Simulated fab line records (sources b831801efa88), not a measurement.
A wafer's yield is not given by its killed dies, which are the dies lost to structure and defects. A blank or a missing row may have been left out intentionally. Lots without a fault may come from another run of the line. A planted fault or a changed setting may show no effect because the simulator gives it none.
A struck lot beside a sound one    flow sky130    17 steps out of a route of 708
Sound: these wafers, L785.2, L785.3, L785.4. Struck: wafers L795.3, L795.5, L795.6. The cause is given at the end.
Per side, at each step with rows, come the tool, then ch with its chambers, and then its first start. Under that, the readings that differ: sound wafers    struck wafers    difference of the means    sigmas: that difference in standard deviations of wafers without a fault.
alike: readings with means less than 2 such deviations apart, plus words and numbers identical on both sides. not compared: withheld readings, readings lacking a value on some wafer, bounds such as >300 that could conceal the same value, and numbers that have no deviation in the record and whose values overlap.
Wherever a step has rows on one side only, a row that says differs or no value, or a row with sigmas, the two part there. Numbers that don't overlap but have no deviation are shown without sigmas and don't part them. A reading that every wafer of one side lacks parts them only if that side has two wafers or more.

first, 3 steps without rows for these wafers: SKY_VIA3_EXPOSE_09 (exposes mask VIM3, target cd 200 nm); SKY_VIA3_PEB_10; SKY_VIA3_DEVELOP_11 (develop time 60 s).
SKY_VIA3_CD_MEAS_12: the cd target is 200 nm.
  sound on cd_sem-02 at day 41 15:54; struck on cd_sem-01 at day 44 07:28
  alike: cd_nm
SKY_VIA3_OVL_MEAS_13:
  sound on overlay-01 at day 41 16:01; struck on overlay-02 at day 44 07:34
  alike: VIA3_OVL
SKY_VIA3_ETCH_14: etches BARC in N2/H2, stops on SiO2, time 45.9 s, target depth 60 nm.
  sound on rie_diel-01 ch 1,2,3, day 41 16:02; struck on rie_diel-01 ch 0,3, day 44 07:35
reading                sound              struck             difference  sigmas
oes_product_au (a.u.)  0.850 0.853 0.846  0.862 0.865 0.864  +0.014      +3
  alike: drypump_motor_current_A, n2_flow_sccm, throttle_valve_pct
  not compared: rf_hours_counter_h
SKY_VIA3_ETCH_15: etches SiO2 in C4F8/O2/Ar, stops on TiN, target depth 507 nm, time 78 s.
  sound on rie_diel-01 ch 1,2,3, day 41 16:05; struck on rie_diel-01 ch 0,3, day 44 07:38
  alike: oes_product_au
SKY_VIA3_STRIP_16: strips in O2/N2.
  sound on plasma_asher-03 ch 0,1, day 41 16:08; struck on plasma_asher-03 ch 0,1, day 44 07:44
  alike: drypump_motor_current_A, n2_flow_sccm, oes_product_au, strip_time_to_endpoint_s
  not compared: rf_hours_counter_h
then, 3 steps without rows for these wafers: SKY_VIA3_STRIP_17 (strips in post etch residue remover, time 1200 s); SKY_VIA3_CLEAN_18 (cleans in IPA, time 180 s); SKY_VIA3_CLEAN_19 (cleans in O3/DIW).
SKY_VIA3_SPUTTER_20: material TiN, target thk 20 nm, time 80 s.
  sound on pvd_sputter-03 at day 41 16:46; struck on pvd_sputter-01 at day 44 08:20
  alike: throttle_valve_pct
SKY_VIA3_CVD_21: deposits W, target thk 390 nm, time 117.31 s.
  sound on cvd_w-01 ch 0,1, day 41 16:50; struck on cvd_w-02 ch 0,1, day 44 08:26
  no value came back on the struck wafers for chamber_pressure_Torr (Torr), heater_power_outer_w (W), heater_power_w (W), time_s (s); on the sound wafers chamber_pressure_Torr (Torr) reads 40.03 39.89 40.13
SKY_VIA3_RS_MEAS_22: uses a four-point probe to measure.
  sound on film_metro-02 at day 41 16:58; struck on film_metro-02 at day 44 08:33
reading             sound              struck                difference  sigmas
VIA3_W_RS (ohm/sq)  0.295 0.296 0.294  58.542 58.407 57.373  +57.812     +99 or more
SKY_VIA3_THK_MEAS_23: measures by xrf.
  sound on film_metro-02 at day 41 17:05; struck on film_metro-02 at day 44 08:39
reading          sound        struck  difference                     sigmas
VIA3_W_THK (nm)  389 387 389  - - -   no value on the struck wafers  
SKY_VIA3_CMP_24: polishes, stops on SiO2, t overpolish 20 s, target thk 0 nm.
  sound on cmp-02 ch 0,2,3, day 41 17:08; struck on cmp-02 ch 0,2,3, day 44 08:50
reading                 sound     struck  difference  sigmas
time_to_endpoint_s (s)  91 95 93  3 0 4   -91         -26
  alike: motor_current_A
-- the record jumps here: 5 days lie between the struck wafers' starts before and after (it left off in module VIA3 and takes up again in module PAD_OPEN, whose first step shown is number 708 of the route) --
SKY_PAD_OPEN_PROBE_99:
  sound on prober-02 at day 47 13:26; struck on prober-01 at day 49 15:37
reading                   sound           struck          difference  sigmas
defect_limited_yield (%)  79.1 80.3 81.5  0 0 0           -80         -42
killed_at_M0_to_M3        46 52 48        450 454 433     +397        +58
killed_dies               103 97 91       492 492 492     +395        +43
killed_on_rim             26 19 20        96 96 96        +74         +21
sort_bin_5_function (%)   11.0 10.4 11.0  93.3 91.9 91.7  +81.5       +63
sort_n_pass               389 395 401     0 0 0           -395        -43
sort_yield_pct (%)        79.1 80.3 81.5  0 0 0           -80         -42
  alike: killed_at_M4_up, killed_at_contacts, killed_at_front_end, killed_at_other, killed_open, killed_short, sort_bin_3_pad_short, sort_bin_6_memory

## WHERE THEY PART
At SKY_VIA3_ETCH_14 first; at SKY_PAD_OPEN_PROBE_99 last (within this record only).

WHY: whatever the simulator had introduced
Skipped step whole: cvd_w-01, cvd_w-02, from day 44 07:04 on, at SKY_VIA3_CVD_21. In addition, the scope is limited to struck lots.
